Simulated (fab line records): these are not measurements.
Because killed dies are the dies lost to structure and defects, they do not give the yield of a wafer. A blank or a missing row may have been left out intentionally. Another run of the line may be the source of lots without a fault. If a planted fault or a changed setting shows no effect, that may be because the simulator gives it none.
fab line records    flow sky130
[record] lots = 6  wafers = 18  last_day = 50
route steps=708 shown POLY_GATE@222 PAD_OPEN@708
lots that met no fault: taken from a fault-free run of the same line
start_h: start of the lot's first displayed wafer, in hours after the record's first day    wait_h: hours elapsed since this lot's preceding step    " repeats the value in the row above    L1.1+2: one row covering several wafers at once    - no value, or no start given    * or withheld: withheld    < > ~ a bound
route shown NAME@n: a module of which the file shows steps, and the number in the route of the first    usual: average and standard deviation across the fault-free wafers    same: alike in all rows    chamber/n: place in a boat    sites: per-site readings    _std_site: how widely they spread, as a standard deviation    _edge_site: the outer-site mean with the inner-site mean subtracted    radius_mm: how far each site lies from the wafer's centre    mask NAME#n: copy n    behind: the last tool/chamber to shape the wafer    hold: why the lot was held/for how many hours/how that ended    device: which transistor (n, p or np) failed to switch    end of line: the tests these same wafers got at the end of their route    for a step that has no rows: nothing shown but its recipe    killed: dies that structure and defects cost at the first sort, which is not the same as the wafer's yield    map: a wafer's dies, x killed, . not, _ none there
set.NAME: the run value of the setting; set.NAME@STEP: its run value at that earlier step    model.NAME: the simulator's own value behind a step, which no gauge read
lots seen at some steps along the route; tables by step, rows by wafer
services: from which hour (start_h, from the record's first day; less than 0 if before it) a tool's chamber was out of use, for how many hours, and why
[[steps]]
[step SKY_POLY_GATE_COAT_08]
[recipe] resist = KrF-thick  spin_rpm = 3000  resist_thk_nm = 450
[step SKY_POLY_GATE_SOFTBAKE_09]
[recipe] temp_c = 100  time_s = 90  resist = KrF-thick
[step SKY_POLY_GATE_EXPOSE_10]
[recipe] mask_id = P1M  na = 0.68  source_shape = conventional  sigma_outer = 0.6  target_cd_nm = 150  dose_mj = 28
[step SKY_POLY_GATE_PEB_11]
[recipe] peb_temp_c = withheld  peb_time_s = withheld  resist = KrF-thick
[step SKY_POLY_GATE_DEVELOP_12]
[recipe] develop_time_s = 60  resist = KrF-thick  dev_temp_c = 21
[step SKY_POLY_GATE_CD_MEAS_13]
[recipe] target_cd_nm = 150
[usual] cd_nm = 150.0/1.3
lot.wafer  tool       chamber  start_h  wait_h  cd_nm
L447.1     cd_sem-02  -        411.22   -       152.8
L447.4     "          -        "        "       150.1
L447.6     "          -        "        "       151.2
L449.3     cd_sem-01  -        425.49   -       150.7
L449.5     "          -        "        "       150.3
L449.6     "          -        "        "       149.6
L456.1     cd_sem-02  -        493.20   -       149.1
L456.5     "          -        "        "       150.3
L456.6     "          -        "        "       149.7
L459.3     cd_sem-02  -        511.96   -       151.5
L459.4     "          -        "        "       149.9
L459.5     "          -        "        "       151.2
L464.2     cd_sem-02  -        551.76   -       152.0
L464.5     "          -        "        "       151.5
L464.6     "          -        "        "       150.6
L466.2     cd_sem-02  -        579.36   -       151.0
L466.4     "          -        "        "       150.4
L466.5     "          -        "        "       151.5
[step SKY_POLY_GATE_OVL_MEAS_14]
[usual] POLY_GATE_OVL = -1/4.7
lot.wafer  tool        chamber  start_h  wait_h  POLY_GATE_OVL[nm]
L447.1     overlay-01  -        411.34   0.1     -12
L447.4     "           -        "        "       -3
L447.6     "           -        "        "       -8
L449.3     overlay-01  -        425.59   0.1     6
L449.5     "           -        "        "       2
L449.6     "           -        "        "       0
L456.1     overlay-02  -        493.32   0.1     -1
L456.5     "           -        "        "       -5
L456.6     "           -        "        "       -3
L459.3     overlay-02  -        512.06   0.1     7
L459.4     "           -        "        "       -12
L459.5     "           -        "        "       -2
L464.2     overlay-02  -        551.86   0.1     1
L464.5     "           -        "        "       4
L464.6     "           -        "        "       2
L466.2     overlay-02  -        579.46   0.1     3
L466.4     "           -        "        "       1
L466.5     "           -        "        "       2
[step SKY_POLY_GATE_ETCH_15]
[recipe] chemistry = N2/H2  target = BARC  ion_energy_ev = 200  source_w = 500  bias_w = 100  pressure_mtorr = 30  n2_flow_sccm = 100  h2_flow_sccm = 200  stop_on = SiO2  time_s = 118.5  target_depth_a = 1100
[usual] drypump_motor_current_A = 5.6/0.47  oes_product_au = 0.716/0.0045  throttle_valve_pct = 13.212/0.0083
lot.wafer  tool         chamber  start_h  wait_h  drypump_motor_current_A  oes_product_au  rf_hours_counter_h  throttle_valve_pct
L447.1     rie_diel-01  0        411.38   0.0     5.1                      0.707           82                  13.201
L447.4     "            1        "        "       6.5                      0.716           7                   13.217
L447.6     "            0        "        "       5.1                      0.710           -                   13.207
L449.3     rie_diel-03  3        425.61   0.0     5.9                      0.717           27                  13.242
L449.5     "            0        "        "       5.8                      0.722           -                   13.222
L449.6     "            3        "        "       5.9                      0.718           -                   13.229
L456.1     rie_diel-02  2        493.36   0.0     5.3                      0.721           5                   13.222
L456.5     "            1        "        "       6.3                      0.719           -                   13.229
L456.6     "            2        "        "       5.3                      0.715           -                   13.207
L459.3     rie_diel-02  2        512.08   0.0     5.3                      0.716           5                   13.210
L459.4     "            3        "        "       5.2                      0.717           -                   13.228
L459.5     "            0        "        "       5.1                      0.714           -                   13.208
L464.2     rie_diel-01  3        551.89   0.0     6.1                      0.713           8                   13.219
L464.5     "            3        "        "       6.1                      0.720           -                   13.208
L464.6     "            1        "        "       6.5                      0.717           -                   13.215
L466.2     rie_diel-01  3        579.49   0.0     6.1                      0.715           9                   13.211
L466.4     "            0        "        "       5.1                      0.718           1                   13.209
L466.5     "            2        "        "       5.3                      0.713           -                   13.210
[step SKY_POLY_GATE_ETCH_16]
[recipe] stop_on = poly-Si  chemistry = CH3F/O2  target = Si3N4  source_w = 400  bias_w = 80  pressure_mtorr = 25  ch3f_flow_sccm = 40  O2_flow_sccm = 30  time_s = 147.5  target_depth_a = 750
[usual] drypump_motor_current_A = 5.6/0.47  oes_product_au = 0.642/0.0055  throttle_valve_pct = 10.535/0.0093
lot.wafer  tool         chamber  start_h  wait_h  drypump_motor_current_A  oes_product_au  rf_hours_counter_h  throttle_valve_pct
L447.1     rie_diel-01  0        411.46   0.0     5.1                      0.641           83                  10.544
L447.4     "            1        "        "       6.4                      0.639           7                   10.541
L447.6     "            0        "        "       5.1                      0.637           -                   10.521
L449.3     rie_diel-03  3        425.69   0.0     5.9                      0.638           27                  10.534
L449.5     "            0        "        "       5.9                      0.633           -                   10.531
L449.6     "            3        "        "       5.9                      0.641           -                   10.535
L456.1     rie_diel-02  2        493.44   0.0     5.3                      0.645           5                   10.533
L456.5     "            1        "        "       6.3                      0.647           -                   10.542
L456.6     "            2        "        "       5.3                      0.644           -                   10.528
L459.3     rie_diel-02  2        512.16   0.0     5.3                      0.644           5                   10.531
L459.4     "            3        "        "       5.2                      0.636           -                   10.541
L459.5     "            0        "        "       5.1                      0.650           -                   10.546
L464.2     rie_diel-01  3        551.98   0.0     6.0                      0.636           8                   10.518
L464.5     "            3        "        "       6.1                      0.647           -                   10.540
L464.6     "            1        "        "       6.4                      0.640           -                   10.549
L466.2     rie_diel-01  3        579.58   0.0     6.0                      0.637           9                   10.517
L466.4     "            0        "        "       5.1                      0.644           1                   10.529
L466.5     "            2        "        "       5.3                      0.639           -                   10.530
[step SKY_POLY_GATE_ETCH_17]
[recipe] target_depth_nm = 180  stop_on = SiO2  over_etch_frac = 0.56667  chemistry = HBr/Cl2  target = poly-Si  icp_w = 400  bias_w = 100  pressure_mtorr = 10  HBr_flow_sccm = 150  Cl2_flow_sccm = 50  time_s = 70.5
[usual] drypump_motor_current_A = 5.6/0.47  mfc_cl2_sccm = 49.99/0.14  oes_product_au = 0.989/0.0058  throttle_valve_pct = 33.685/0.0092
lot.wafer  tool       chamber  start_h  wait_h  drypump_motor_current_A  mfc_cl2_sccm  oes_product_au  rf_hours_counter_h  throttle_valve_pct
L447.1     rie_si-02  0        411.56   0.0     5.4                      49.68         0.985           61                  33.681
L447.4     "          3        "        "       5.0                      49.93         0.983           3                   33.673
L447.6     "          2        "        "       5.7                      49.85         0.989           -                   33.684
L449.3     rie_si-02  1        425.79   0.0     5.8                      49.96         0.997           6                   33.689
L449.5     "          0        "        "       5.3                      50.20         0.989           -                   33.682
L449.6     "          3        "        "       5.0                      49.68         0.987           -                   33.678
L456.1     rie_si-02  2        493.54   0.0     5.7                      49.76         0.992           14                  33.671
L456.5     "          2        "        "       5.7                      49.95         1.003           -                   33.691
L456.6     "          1        "        "       5.8                      49.97         0.985           -                   33.677
L459.3     rie_si-01  1        512.26   0.0     6.1                      49.96         0.997           4                   33.697
L459.4     "          2        "        "       5.2                      50.31         1.001           2                   33.683
L459.5     "          1        "        "       6.1                      49.93         0.983           -                   33.696
L464.2     rie_si-01  0        552.08   0.0     6.7                      49.68         0.986           0                   33.690
L464.5     "          0        "        "       6.6                      49.90         0.981           -                   33.686
L464.6     "          2        "        "       5.2                      49.96         0.976           -                   33.676
L466.2     rie_si-02  1        579.68   0.0     5.8                      50.07         0.993           7                   33.693
L466.4     "          3        "        "       4.9                      49.93         0.987           4                   33.695
L466.5     "          3        "        "       4.9                      50.18         0.995           -                   33.678
[step SKY_POLY_GATE_STRIP_18]
[recipe] chemistry = O2/N2  power_w = 1400  pressure_mtorr = 1500  platen_temp_c = withheld  o2_flow_sccm = 3000  n2_flow_sccm = 300  overash_fraction = 0.5
[usual] drypump_motor_current_A = 5.9/0.59  oes_product_au = 0.361/0.005  strip_time_to_endpoint_s = 3.16/0.048
lot.wafer  tool             chamber  start_h  wait_h  drypump_motor_current_A  oes_product_au  rf_hours_counter_h  strip_time_to_endpoint_s
L447.1     plasma_asher-01  1        411.62   0.0     5.9                      0.360           30                  3.17
L447.4     "                0        "        "       6.7                      0.366           -                   3.13
L447.6     "                0        "        "       6.6                      0.360           -                   3.16
L449.3     plasma_asher-04  0        425.88   0.1     6.6                      0.360           -                   3.17
L449.5     "                1        "        "       5.8                      0.365           -                   3.23
L449.6     "                0        "        "       6.6                      0.366           -                   3.18
L456.1     plasma_asher-02  1        493.60   0.0     6.1                      0.355           65                  3.10
L456.5     "                1        "        "       6.1                      0.359           -                   3.15
L456.6     "                0        "        "       5.0                      0.356           -                   3.07
L459.3     plasma_asher-04  1        512.35   0.1     5.8                      0.352           -                   3.06
L459.4     "                0        "        "       6.6                      0.359           -                   3.12
L459.5     "                0        "        "       6.6                      0.358           -                   3.17
L464.2     plasma_asher-02  0        552.13   0.0     5.0                      0.366           71                  3.22
L464.5     "                0        "        "       5.0                      0.366           -                   3.26
L464.6     "                1        "        "       6.1                      0.365           -                   3.11
L466.2     plasma_asher-04  0        579.73   0.0     6.6                      0.367           90                  3.26
L466.4     "                1        "        "       5.8                      0.352           -                   3.14
L466.5     "                0        "        "       6.6                      0.362           -                   3.11
[step SKY_POLY_GATE_CLEAN_19]
[recipe] chemistry = SC1/SC2  mix = 1:4:20  temp_c = 70  time_s = 150  dry = n2_spin
[step SKY_POLY_GATE_OXIDATION_20]
[recipe] temp_c = 850  ambient = O2  stabilise_s = 600  purge_s = 300  target_thk_a = 40  ox_time_s = 899
[usual] ox_temp_c_max = 854.2/0.82  ox_time_s = 899/0  spike_tc_top_C = 862.7/1.8  tube_center_temp_C_max = 852.2/0.38
lot.wafer  tool        chamber  start_h  wait_h  ox_temp_c_max  ox_time_s  spike_tc_top_C  tube_center_temp_C_max  model.SiO2_of_POLY_GATE_OXIDATION_20.thk_nm
L447.1     furnace-02  0        412.30   0.5     852.8          899        864.7           852.5                   3.887
L447.4     "           0        "        "       854.6          899        865.4           852.8                   3.939
L447.6     "           0        "        "       854.6          899        863.9           852.6                   3.914
L449.3     furnace-01  0        426.86   0.9     852.5          899        861.4           852.3                   3.864
L449.5     "           0        "        "       854.2          899        861.6           852.8                   3.892
L449.6     "           0        "        "       854.0          899        859.8           852.2                   3.881
L456.1     furnace-01  0        493.75   0.0     853.3          719.2      860.6           852.0                   3.344
L456.5     "           0        "        "       853.9          719.2      861.9           851.9                   3.321
L456.6     "           0        "        "       853.4          719.2      863.7           851.7                   3.392
L459.3     furnace-01  0        512.47   0.0     854.3          719.2      860.1           852.5                   3.511
L459.4     "           0        "        "       854.7          719.2      863.2           852.2                   3.4
L459.5     "           0        "        "       853.9          719.2      860.8           852.3                   3.469
L464.2     furnace-02  0        552.28   0.0     854.9          899        864.1           852.3                   4.003
L464.5     "           0        "        "       854.8          899        865.7           852.2                   3.948
L464.6     "           0        "        "       853.2          899        865.1           852.4                   3.833
L466.2     furnace-01  0        579.88   0.0     854.7          899        861.5           852.2                   4.03
L466.4     "           0        "        "       854.2          899        863.3           851.7                   4.05
L466.5     "           0        "        "       854.5          899        863.1           853.0                   3.988
[step SKY_POLY_GATE_THK_MEAS_21]
[recipe] reads = SiO2_of_POLY_GATE_OXIDATION_20
[usual] POLY_GATE_OXIDATION_THK = 3.98/0.076
lot.wafer  tool           chamber  start_h  wait_h  hold                      POLY_GATE_OXIDATION_THK[nm]
L447.1     film_metro-03  -        413.55   0.0     -                         3.88
L447.4     "              -        "        "       -                         3.97
L447.6     "              -        "        "       -                         3.92
L449.3     film_metro-03  -        428.13   0.0     -                         3.84
L449.5     "              -        "        "       -                         3.88
L449.6     "              -        "        "       -                         3.85
L456.1     film_metro-01  -        495.00   0.0     await_dispo/0.2h/release  3.34
L456.5     "              -        "        "       await_dispo/0.2h/release  3.31
L456.6     "              -        "        "       await_dispo/0.2h/release  3.36
L456.1     film_metro-01  -        495.22   0.2     -                         3.35
L456.5     "              -        "        "       -                         3.33
L456.6     "              -        "        "       -                         3.42
L459.3     film_metro-04  -        513.74   0.0     await_dispo/0.2h/release  3.54
L459.4     "              -        "        "       await_dispo/0.2h/release  3.33
L459.5     "              -        "        "       await_dispo/0.2h/release  3.49
L459.3     film_metro-04  -        513.97   0.2     -                         3.54
L459.4     "              -        "        "       -                         3.42
L459.5     "              -        "        "       -                         3.39
L464.2     film_metro-04  -        553.54   0.0     -                         3.99
L464.5     "              -        "        "       -                         3.93
L464.6     "              -        "        "       -                         3.80
L466.2     film_metro-03  -        581.14   0.0     -                         4.00
L466.4     "              -        "        "       -                         4.07
L466.5     "              -        "        "       -                         3.95
[step SKY_POLY_GATE_CD_MEAS_22]
[usual] cd_nm = 149.9/2.4
lot.wafer  tool       chamber  start_h  wait_h  hold                      cd_nm
L447.1     cd_sem-01  -        413.61   0.1     -                         147.6
L447.4     "          -        "        "       -                         152.3
L447.6     "          -        "        "       -                         148.6
L449.3     cd_sem-02  -        428.22   0.1     -                         151.2
L449.5     "          -        "        "       -                         154.9
L449.6     "          -        "        "       -                         151.7
L456.1     cd_sem-01  -        495.98   0.8     await_dispo/0.7h/release  148.6
L456.5     "          -        "        "       await_dispo/0.7h/release  152.5
L456.6     "          -        "        "       await_dispo/0.7h/release  148.4
L459.3     cd_sem-01  -        519.92   5.9     await_dispo/5.9h/release  153.7
L459.4     "          -        "        "       await_dispo/5.9h/release  152.9
L459.5     "          -        "        "       await_dispo/5.9h/release  153.2
L464.2     cd_sem-02  -        553.62   0.1     -                         151.8
L464.5     "          -        "        "       -                         149.8
L464.6     "          -        "        "       -                         152.9
L466.2     cd_sem-02  -        581.22   0.1     -                         148.9
L466.4     "          -        "        "       -                         150.4
L466.5     "          -        "        "       -                         152.4
[step SKY_PAD_OPEN_PROBE_99]
[usual] killed_at_M0_to_M3 = 44/7.4  killed_at_M4_up = 3.0/1.8  killed_at_contacts = 24/5.1  killed_at_front_end = 15/4.3  killed_at_other = 0.3/0.54  killed_dies = 86/9.9  killed_open = 47/7.1  killed_short = 38/6.7
[same] gross_dies = 492  killed_at_back_side = 0
lot.wafer  tool       chamber  start_h  wait_h  killed_at_M0_to_M3  killed_at_M4_up  killed_at_contacts  killed_at_front_end  killed_at_other  killed_dies  killed_open  killed_short  model.etest.tip_sonos.rs_ohm_sq  model.etest.tip_n.rs_ohm_sq
L447.1     prober-01  -        1110.44  0.1     51                  6                17                  10                   0                84           40           44            2714                             443
L447.4     prober-01  -        1110.59  0.2     44                  2                17                  12                   0                75           42           33            2656                             445.4
L447.6     prober-01  -        1110.69  0.2     59                  6                25                  13                   0                103          56           47            2645                             446.1
L449.3     prober-01  -        1118.70  0.2     44                  0                22                  8                    0                74           47           27            2613                             435.8
L449.5     prober-01  -        1118.80  0.2     39                  2                23                  15                   2                81           44           37            2665                             437.3
L449.6     prober-01  -        1118.85  0.2     42                  2                23                  8                    1                76           46           30            2673                             441
L456.1     prober-01  -        1161.07  0.1     39                  3                25                  11                   0                78           39           39            2537                             437.5
L456.5     prober-01  -        1161.27  0.2     52                  6                27                  16                   0                101          46           55            2569                             437.7
L456.6     prober-01  -        1161.32  0.2     45                  6                22                  15                   0                88           45           43            2550                             438.5
L459.3     prober-02  -        1173.04  0.2     42                  3                15                  16                   0                76           48           28            2447                             436.7
L459.4     prober-02  -        1173.09  0.2     51                  5                22                  17                   0                95           51           44            2481                             434.7
L459.5     prober-02  -        1173.14  0.2     49                  4                30                  23                   1                107          52           54            2475                             437.1
L464.2     prober-01  -        1195.49  0.1     38                  0                22                  19                   1                80           47           33            2592                             437.1
L464.5     prober-01  -        1195.64  0.2     46                  2                26                  14                   0                88           47           41            2609                             439.2
L464.6     prober-01  -        1195.69  0.2     40                  0                23                  10                   1                74           41           33            2592                             433.6
L466.2     prober-02  -        1208.69  0.1     32                  7                19                  20                   0                78           45           33            2532                             442.9
L466.4     prober-02  -        1208.79  0.2     53                  3                31                  16                   0                103          67           36            2550                             442.2
L466.5     prober-02  -        1208.84  0.2     48                  0                25                  19                   0                92           43           49            2569                             444
// killed by level:class
L447.1 VIA1:geometric_particle:open=9 METAL2:geometric_particle:short=9 VIA3:geometric_particle:open=6 CONTACT:geometric_particle:open=6 LI_CONTACT:geometric_particle:open=5 VIA1:geometric_particle:short=5 METAL3:geometric_particle:short=5 FIELD_ISO:geometric_particle:short=4
L447.4 VIA1:geometric_particle:open=8 LI_CONTACT:geometric_particle:open=7 METAL1:geometric_particle:short=7 VIA3:geometric_particle:open=6 METAL2:geometric_particle:short=5 VIA1:geometric_particle:short=4 VIA2:geometric_particle:open=4 FIELD_ISO:geometric_particle:open=3
L447.6 LI_CONTACT:geometric_particle:open=13 VIA1:geometric_particle:open=13 VIA1:geometric_particle:short=9 VIA3:geometric_particle:short=7 VIA2:geometric_particle:open=7 CONTACT:geometric_particle:open=6 METAL2:geometric_particle:short=6 CONTACT:geometric_particle:short=4
L449.3 VIA3:geometric_particle:open=10 VIA1:geometric_particle:open=9 CONTACT:geometric_particle:open=8 CONTACT:geometric_particle:short=7 VIA1:geometric_particle:short=5 VIA2:geometric_particle:open=5 LI_CONTACT:geometric_particle:open=4 METAL1:geometric_particle:short=4
L449.5 CONTACT:geometric_particle:open=10 LI_CONTACT:geometric_particle:open=10 METAL1:geometric_particle:short=8 VIA1:geometric_particle:open=7 METAL2:geometric_particle:short=6 POLY_GATE:geometric_particle:open=4 VIA2:geometric_particle:short=4 VIA2:geometric_particle:open=4
L449.6 VIA1:geometric_particle:open=10 CONTACT:geometric_particle:open=9 LI_CONTACT:geometric_particle:open=8 VIA2:geometric_particle:open=8 VIA1:geometric_particle:short=5 VIA3:geometric_particle:open=5 VIA3:geometric_particle:short=4 FIELD_ISO:geometric_particle:short=3
L456.1 VIA1:geometric_particle:open=11 CONTACT:geometric_particle:open=9 LI_CONTACT:geometric_particle:open=8 FIELD_ISO:geometric_particle:short=7 VIA3:geometric_particle:short=7 VIA1:geometric_particle:short=5 CONTACT:geometric_particle:short=4 METAL2:geometric_particle:short=4
L456.5 VIA1:geometric_particle:open=11 LOCAL_INTERCONNECT:geometric_particle:short=9 CONTACT:geometric_particle:open=8 VIA1:geometric_particle:short=8 METAL2:geometric_particle:short=8 VIA2:geometric_particle:open=8 FIELD_ISO:geometric_particle:short=6 LI_CONTACT:geometric_particle:open=6
L456.6 VIA1:geometric_particle:open=16 POLY_GATE:geometric_particle:short=7 METAL2:geometric_particle:short=6 VIA1:geometric_particle:short=6 VIA2:geometric_particle:open=5 CONTACT:geometric_particle:open=5 CONTACT:geometric_particle:short=5 METAL1:geometric_particle:short=5
L459.3 VIA3:geometric_particle:open=9 VIA1:geometric_particle:open=8 CONTACT:geometric_particle:open=7 LI_CONTACT:geometric_particle:open=6 VIA2:geometric_particle:open=6 POLY_GATE:geometric_particle:short=5 FIELD_ISO:geometric_particle:open=4 VIA2:geometric_particle:short=4
L459.4 VIA3:geometric_particle:open=13 VIA1:geometric_particle:open=9 METAL2:geometric_particle:short=9 FIELD_ISO:geometric_particle:open=7 CONTACT:geometric_particle:open=6 VIA1:geometric_particle:short=5 LI_CONTACT:geometric_particle:open=5 POLY_GATE:geometric_particle:short=4
L459.5 METAL1:geometric_particle:short=11 CONTACT:geometric_particle:open=9 LI_CONTACT:geometric_particle:open=9 VIA1:geometric_particle:open=9 CONTACT:geometric_particle:short=8 FIELD_ISO:geometric_particle:short=7 FIELD_ISO:geometric_particle:open=7 METAL2:geometric_particle:short=5
L464.2 LI_CONTACT:geometric_particle:open=10 VIA1:geometric_particle:open=9 FIELD_ISO:geometric_particle:open=6 METAL1:geometric_particle:short=6 CONTACT:geometric_particle:open=6 VIA1:geometric_particle:short=6 FIELD_ISO:geometric_particle:short=5 METAL2:geometric_particle:short=5
L464.5 VIA3:geometric_particle:open=13 LOCAL_INTERCONNECT:geometric_particle:short=7 VIA1:geometric_particle:short=7 VIA1:geometric_particle:open=7 CONTACT:geometric_particle:open=6 METAL2:geometric_particle:short=5 FIELD_ISO:geometric_particle:open=4 FIELD_ISO:geometric_particle:short=4
L464.6 VIA1:geometric_particle:open=10 LI_CONTACT:geometric_particle:open=8 CONTACT:geometric_particle:open=7 VIA3:geometric_particle:open=6 VIA1:geometric_particle:short=5 VIA3:geometric_particle:short=5 VIA2:geometric_particle:open=4 METAL1:geometric_particle:short=4
L466.2 VIA1:geometric_particle:open=10 CONTACT:geometric_particle:open=8 FIELD_ISO:geometric_particle:open=7 VIA2:geometric_particle:open=6 METAL4:geometric_particle:short=6 LI_CONTACT:geometric_particle:open=5 FIELD_ISO:geometric_particle:short=4 SPACER:geometric_particle:short=4
L466.4 VIA1:geometric_particle:open=23 CONTACT:geometric_particle:open=14 LI_CONTACT:geometric_particle:open=7 LOCAL_INTERCONNECT:geometric_particle:short=6 VIA1:geometric_particle:short=6 METAL1:geometric_particle:short=5 POLY_GATE:geometric_particle:open=4 SPACER:geometric_particle:short=4
L466.5 VIA1:geometric_particle:open=10 METAL2:geometric_particle:short=10 CONTACT:geometric_particle:short=7 CONTACT:geometric_particle:open=7 FIELD_ISO:geometric_particle:short=6 VIA3:geometric_particle:open=6 LOCAL_INTERCONNECT:geometric_particle:short=5 VIA1:geometric_particle:short=5
[[services]]
tool             chamber  start_h  hours  kind
rie_si-02        -        387.50   2.8    pm
rie_diel-03      1        397.16   7.1    repair
rie_si-02        0        402.82   2.6    repair
plasma_asher-02  -        403.98   2.8    pm
plasma_asher-02  -        415.85   15.6   pm
rie_diel-03      1        420.92   3.5    repair
rie_diel-02      0        425.87   2.5    repair
rie_diel-01      0        442.91   6.5    repair
rie_diel-02      2        470.62   9.8    repair
plasma_asher-02  -        478.57   10.8   repair
plasma_asher-01  -        480.85   14.6   pm
plasma_asher-02  -        483.34   8.6    repair
furnace-01       -        495.39   3.2    pm
plasma_asher-04  -        497.68   14.6   pm
rie_diel-02      2        502.55   3.9    repair
rie_si-01        -        519.68   28.1   pm
furnace-02       -        524.62   4.3    pm
furnace-02       -        530.35   2.9    pm
furnace-01       -        536.90   3.3    pm
rie_si-02        3        537.80   1.8    repair
rie_diel-01      0        539.07   -      clean
rie_diel-01      0        539.07   18.0   scheduled_down
rie_si-01        1        556.61   9.0    repair
rie_diel-02      3        568.80   5.9    repair
[[key]]
[first_sign] step = SKY_POLY_GATE_OXIDATION_20  reading = ox_time_s  direction = down  sigmas = 99+  usual = *  struck = *
[effect] step = SKY_POLY_GATE_THK_MEAS_21  reading = visit  direction = added
[effect] step = SKY_POLY_GATE_THK_MEAS_21  reading = POLY_GATE_OXIDATION_THK  direction = down  sigmas = 7.6  usual = 3.98  struck = 3.40
[model_effect] step = SKY_POLY_GATE_OXIDATION_20  value = SiO2_of_POLY_GATE_OXIDATION_20.thk_nm  without = 4.013  struck = 3.406
[model_effect] step = SKY_PAD_OPEN_PROBE_99  value = etest.tip_sonos.rs_ohm_sq  without = 2595  struck = 2510
met_at SKY_POLY_GATE_OXIDATION_20
struck_wafers L456.1,L456.5,L456.6,L459.3,L459.4,L459.5
tester_left_out L456,L459
onset_between 426.86 493.75
[fault] kind = process_parameter_drift  tool = furnace-01  chamber = -  onset_h = 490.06  steps = SKY_POLY_GATE_OXIDATION_20  channel = ox_time_s  offset = *  shape = step  end_h = 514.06  acts_in = *  stated = *
// tester_left_out: of these lots the tester's yield and bins aren't shown, on N5 and GAA mostly nor the transistor test; their killed dies are dies lost to structure and defects alone, not to doping, threshold or leakage, so they don't give the yield
